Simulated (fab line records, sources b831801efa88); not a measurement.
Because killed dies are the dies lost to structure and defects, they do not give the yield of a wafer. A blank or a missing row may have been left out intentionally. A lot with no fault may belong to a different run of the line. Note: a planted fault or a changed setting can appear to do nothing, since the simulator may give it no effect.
fab line records | flow gf180mcu
[record] lots = 14 wafers = 42 last_day = 34
route steps=602 shown POLY_GATE@175 HV_LDD@183
lots that met no fault: taken from a fault-free run of the same line
start_h: hours from the record's opening day to when the first of the lot's shown wafers began | wait_h: hours from the lot's prior step to this one | " repeats the value in the row above | L1.1+2: a single row standing in for several wafers | - no value, or no start given | * or withheld: withheld | < > ~ a bound
route shown NAME@n: names a module that has steps shown in the file, with the first one's number in the route | usual: mean/standard deviation of fault-free wafers | same: alike in all rows | chamber/n: place in a boat | sites: each site's reading | _std_site: standard deviation of those values | _edge_site: inner sites' mean taken away from outer sites' mean | radius_mm: for every site, how far away it sits from the centre of the wafer | mask NAME#n: copy n | behind: tool/chamber where the wafer was last shaped | hold: what put the lot on hold/how long, in hours/how the hold closed | device: whichever transistor did not switch (one of n, p or np) | end of line: tests of these same wafers at the route's end | a step with no rows: only its recipe | killed: count of dies lost to structure and defects at first sort (not the wafer's yield) | map: per-die view of a wafer (x killed, . not killed, _ where there is no die)
set.NAME: setting as actually run; set.NAME@STEP: the setting as run at that earlier step | model.NAME: the simulator's own value behind a step, which no gauge read
steps of the route over a sample of lots; a table a step, a row a wafer
services: the hour from which a tool's chamber was out of use, counted from the record's first day as start_h (under 0 if before that day), plus the number of hours and why
[[steps]]
[step GF_POLY_GATE_CD_MEAS_18]
[usual] cd_nm = 280.2/2.1
// columns lot.wafer tool chamber start_h wait_h cd_nm
L344.1 cd_sem-01 - 198.49 0.1 278.5
L344.4 " - " " 284.1
L344.5 " - " " 282.1
L346.1 cd_sem-01 - 210.44 0.1 281.5
L346.3 " - " " 280.3
L346.5 " - " " 280.1
L347.2 cd_sem-02 - 219.07 0.1 277.2
L347.4 " - " " 279.8
L347.5 " - " " 279.1
L348.2 cd_sem-02 - 223.92 0.1 280.4
L348.3 " - " " 276.8
L348.4 " - " " 278.2
L349.3 cd_sem-02 - 231.61 0.1 278.1
L349.4 " - " " 278.7
L349.5 " - " " 277.7
L350.1 cd_sem-01 - 243.54 0.1 284.7
L350.5 " - " " 286.6
L350.6 " - " " 282.8
L352.2 cd_sem-01 - 255.12 0.1 279.8
L352.3 " - " " 275.5
L352.4 " - " " 277.7
L353.1 cd_sem-02 - 263.85 0.1 279.6
L353.2 " - " " 277.8
L353.4 " - " " 277.9
L354.1 cd_sem-02 - 270.84 0.1 278.7
L354.2 " - " " 279.6
L354.6 " - " " 280.8
L355.4 cd_sem-01 - 271.04 0.1 281.5
L355.5 " - " " 279.8
L355.6 " - " " 279.6
L360.1 cd_sem-02 - 308.49 0.1 277.3
L360.2 " - " " 280.3
L360.5 " - " " 277.9
L362.1 cd_sem-01 - 337.82 0.1 280.1
L362.2 " - " " 278.9
L362.5 " - " " 279.5
L363.1 cd_sem-01 - 349.19 0.1 281.0
L363.4 " - " " 281.8
L363.6 " - " " 281.0
L367.2 cd_sem-01 - 370.17 0.1 281.3
L367.5 " - " " 282.5
L367.6 " - " " 281.6
[step GF_HV_LDD_CD_MEAS_07]
[recipe] target_cd_nm = 400
[usual] cd_nm = 399.6/2.3
// columns lot.wafer tool chamber start_h wait_h cd_nm
L344.1 cd_sem-01 - 218.42 0.1 398.7
L344.4 " - " " 401.9
L344.5 " - " " 400.5
L346.1 cd_sem-01 - 225.41 0.1 400.9
L346.3 " - " " 400.2
L346.5 " - " " 400.1
L347.2 cd_sem-01 - 237.18 0.1 400.6
L347.4 " - " " 403.4
L347.5 " - " " 399.7
L348.2 cd_sem-02 - 241.63 0.1 396.1
L348.3 " - " " 397.3
L348.4 " - " " 397.0
L349.3 cd_sem-02 - 249.46 0.1 398.2
L349.4 " - " " 401.1
L349.5 " - " " 401.3
L350.1 cd_sem-02 - 262.07 0.1 401.2
L350.5 " - " " 399.8
L350.6 " - " " 400.9
L352.2 cd_sem-02 - 273.63 0.1 401.7
L352.3 " - " " 400.2
L352.4 " - " " 397.6
L353.1 cd_sem-02 - 283.89 0.1 401.3
L353.2 " - " " 401.2
L353.4 " - " " 396.9
L354.1 cd_sem-02 - 290.02 0.1 401.6
L354.2 " - " " 401.6
L354.6 " - " " 403.5
L355.4 cd_sem-01 - 290.43 0.1 400.5
L355.5 " - " " 400.0
L355.6 " - " " 399.8
L360.1 cd_sem-01 - 329.22 0.1 399.9
L360.2 " - " " 399.1
L360.5 " - " " 398.6
L362.1 cd_sem-02 - 358.61 0.1 398.6
L362.2 " - " " 398.6
L362.5 " - " " 399.3
L363.1 cd_sem-01 - 371.41 0.1 397.0
L363.4 " - " " 398.1
L363.6 " - " " 397.4
L367.2 cd_sem-02 - 393.24 0.1 398.6
L367.5 " - " " 395.0
L367.6 " - " " 395.6
[step GF_HV_LDD_DEVELOP_18]
[recipe] develop_time_s = 60 dev_temp_c = 23
[usual] chill_plate_temp_C = 23.02/0.1 develop_time_s = 60/0 resist_line_temp_C = 23.00/0.097
// columns lot.wafer tool chamber start_h wait_h chill_plate_temp_C develop_time_s resist_line_temp_C
L344.1 litho_track-01 0 235.92 0.1 22.97 60 22.93
L344.4 " 0 " " 23.14 60 23.01
L344.5 " 0 " " 23.01 60 23.04
L346.1 litho_track-03 0 244.31 0.1 23.12 60 22.96
L346.3 " 0 " " 23.12 60 23.05
L346.5 " 0 " " 23.01 60 23.00
L347.2 litho_track-02 0 255.24 0.1 23.26 60 23.15
L347.4 " 0 " " 23.10 60 23.08
L347.5 " 0 " " 23.18 60 23.02
L348.2 litho_track-01 0 260.40 0.1 22.97 60 22.93
L348.3 " 0 " " 23.10 60 23.10
L348.4 " 0 " " 23.01 60 23.03
L349.3 litho_track-02 0 269.02 0.1 22.96 60 22.99
L349.4 " 0 " " 23.13 60 22.87
L349.5 " 0 " " 23.09 60 23.02
L350.1 litho_track-02 0 281.47 0.1 22.97 60 23.06
L350.5 " 0 " " 22.92 60 22.84
L350.6 " 0 " " 22.97 60 23.00
L352.2 litho_track-01 0 293.55 0.1 22.85 60 22.96
L352.3 " 0 " " 23.17 60 22.94
L352.4 " 0 " " 23.07 60 22.90
L353.1 litho_track-02 0 303.57 0.1 23.09 60 22.94
L353.2 " 0 " " 23.02 60 22.95
L353.4 " 0 " " 23.19 60 22.68
L354.1 litho_track-02 0 310.12 0.1 22.94 60 22.95
L354.2 " 0 " " 22.79 60 22.80
L354.6 " 0 " " 22.94 60 22.92
L355.4 litho_track-01 0 310.60 0.1 22.99 60 22.94
L355.5 " 0 " " 23.12 60 22.92
L355.6 " 0 " " 23.10 60 22.99
L360.1 litho_track-02 0 351.12 0.1 23.06 60 23.07
L360.2 " 0 " " 23.11 60 23.05
L360.5 " 0 " " 23.16 60 22.92
L362.1 litho_track-03 - 381.16 0.1 - - -
L362.2 " - " " - - -
L362.5 " - " " - - -
L363.1 litho_track-02 - 394.37 0.1 - - -
L363.4 " - " " - - -
L363.6 " - " " - - -
L367.2 litho_track-01 0 416.50 0.1 23.04 60 23.04
L367.5 " 0 " " 23.01 60 23.05
L367.6 " 0 " " 22.98 60 22.94
[step GF_HV_LDD_OVL_MEAS_47]
[usual] HV_LDD_03_OVL = -0.1/1.4
// columns lot.wafer tool chamber start_h wait_h HV_LDD_03_OVL[nm]
L344.1 overlay-02 - 274.63 0.1 0.0
L344.4 " - " " 0.6
L344.5 " - " " -0.3
L346.1 overlay-01 - 283.54 0.1 -1.5
L346.3 " - " " -0.9
L346.5 " - " " -1.8
L347.2 overlay-01 - 295.09 0.1 0.0
L347.4 " - " " -1.8
L347.5 " - " " 0.4
L348.2 overlay-02 - 300.45 0.1 1.5
L348.3 " - " " -0.5
L348.4 " - " " 0.7
L349.3 overlay-02 - 309.80 0.1 -0.6
L349.4 " - " " -1.6
L349.5 " - " " -1.3
L350.1 overlay-01 - 322.88 0.1 -1.0
L350.5 " - " " -2.2
L350.6 " - " " -2.5
L352.2 overlay-01 - 335.00 0.1 0.5
L352.3 " - " " 1.0
L352.4 " - " " 0.3
L353.1 overlay-02 - 346.44 0.1 -1.4
L353.2 " - " " 1.5
L353.4 " - " " 0.1
L354.1 overlay-01 - 353.84 0.1 -0.3
L354.2 " - " " -0.5
L354.6 " - " " -0.7
L355.4 overlay-01 - 354.11 0.1 1.2
L355.5 " - " " 1.5
L355.6 " - " " -0.1
L360.1 overlay-01 - 398.13 0.1 1.4
L360.2 " - " " -0.4
L360.5 " - " " -0.5
L362.1 overlay-01 - 428.89 0.1 1.8
L362.2 " - " " -2.2
L362.5 " - " " -0.6
L363.1 overlay-01 - 442.24 0.1 -1.1
L363.4 " - " " 0.5
L363.6 " - " " -2.4
L367.2 overlay-01 - 465.49 0.1 -2.1
L367.5 " - " " -0.1
L367.6 " - " " -1.6
[[services]]
// columns tool chamber start_h hours kind
litho_track-01 - 267.77 - consumable_replace:filter
[[key]]
[first_sign] step = GF_HV_LDD_DEVELOP_18 reading = tool_record direction = missing
effect none on later readings
met_at GF_HV_LDD_DEVELOP_18
struck_lots L362,L363
later_rows_left_out L362.1,L362.2,L362.5,L363.1,L363.4,L363.6
sort_left_out L362.1,L362.2,L362.5,L363.1,L363.4,L363.6
tester_left_out L362,L363
not_acting_at GF_POLY_GATE_CD_MEAS_18,GF_HV_LDD_CD_MEAS_07,GF_HV_LDD_OVL_MEAS_47
onset_between 351.12 381.16
[fault] kind = skipped_step_whole tool = litho_track-02,litho_track-03 chamber = - onset_h = 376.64 steps = GF_HV_LDD_DEVELOP_18 scope = struck_lots_only
// tester_left_out: of these lots the tester's yield and bins aren't shown, on N5 and GAA mostly nor the transistor test; their killed dies are dies lost to structure and defects alone, not to doping, threshold or leakage, so they don't give the yield
// sort_left_out: the simulated sort isn't trusted on such a fault, so these wafers' sort isn't shown, and their yield isn't known
// later_rows_left_out: the simulator's readings of these wafers behind a module that went badly wrong aren't trusted and aren't shown, but for the sort
